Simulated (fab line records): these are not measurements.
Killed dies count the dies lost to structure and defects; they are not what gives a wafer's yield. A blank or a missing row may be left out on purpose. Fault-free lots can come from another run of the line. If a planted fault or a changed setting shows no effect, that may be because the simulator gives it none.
Matching of chambers ; flow sky130 ; SKY_VIA3_ETCH_14 on rie-diel-01 has 4 sister chambers
The step etches BARC in N2/H2, stops on SiO2, time 45.9 s, target depth 60 nm. 16 wafers are shown with their chamber, then 8 later ones without.

## WAFERS, EACH WITH ITS CHAMBER
wafer;chamber;oes-product-au (a.u.);throttle-valve-pct (%);n2-flow-sccm (sccm)
L075.3;0;0.851;13.222;100.2
L075.4;1;0.850;13.215;100.4
L075.5;0;0.851;13.203;99.5
L080.1;2;0.853;13.226;100.0
L080.4;1;0.862;13.213;100.0
L080.5;1;0.846;13.236;100.1
L083.1;2;0.849;13.216;100.4
L083.3;3;0.856;13.220;100.0
L083.5;0;0.863;13.223;99.9
L084.1;0;0.852;13.245;100.2
L084.4;3;0.861;13.221;99.9
L084.6;2;0.857;13.214;100.4
L090.2;3;0.855;13.219;100.0
L090.4;1;0.854;13.232;99.9
L090.5;3;0.858;13.211;100.1
L093.2;2;0.856;13.238;99.2

SIGNATURES (means of the wafers above)
reading;chamber 0;chamber 1;chamber 2;chamber 3;scatter within a chamber
oes-product-au;0.85425;0.85300;0.85375;0.85750;0.00502
throttle-valve-pct;13.22325;13.22400;13.22350;13.21775;0.012
n2-flow-sccm;99.950;100.100;100.000;100.000;0.348
Rule: a wafer's distance from a chamber is the root of the sum, over the readings, of the square of ((its reading less the chamber's mean) divided by the reading's scatter). The wafer belongs to the nearest chamber; if the next one is less than 2 further off, it can't be placed. The scatter: the root of (the sum of the squares of (reading less its chamber's mean) over the shown wafers, divided by (wafers less chambers)).

## WAFERS MISSING THEIR CHAMBER
wafer;oes-product-au (a.u.);throttle-valve-pct (%);n2-flow-sccm (sccm)
L093.3;0.859;13.211;100.2
L093.4;0.851;13.237;99.7
L095.1;0.855;13.224;100.2
L095.3;0.859;13.223;100.4
L095.4;0.854;13.214;99.7
L096.4;0.848;13.214;99.7
L096.5;0.856;13.226;100.0
L096.6;0.851;13.227;99.6

## WHICH CHAMBER EACH WENT THROUGH
wafer;from the rows above;in truth
L093.3;can't be placed: 3 or 0 or 2 or 1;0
L093.4;can't be placed: 0 or 2 or 1 or 3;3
L095.1;can't be placed: 1 or 2 or 0 or 3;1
L095.3;can't be placed: 3 or 1 or 2 or 0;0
L095.4;can't be placed: 0 or 3 or 2 or 1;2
L096.4;can't be placed: 0 or 2 or 1 or 3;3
L096.5;can't be placed: 0 or 2 or 1 or 3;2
L096.6;can't be placed: 0 or 2 or 1 or 3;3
0 of 8 placed correctly. Cannot be placed on the basis of these rows: 8; the candidates contain the true chamber in 8. Wrongly placed: 0.
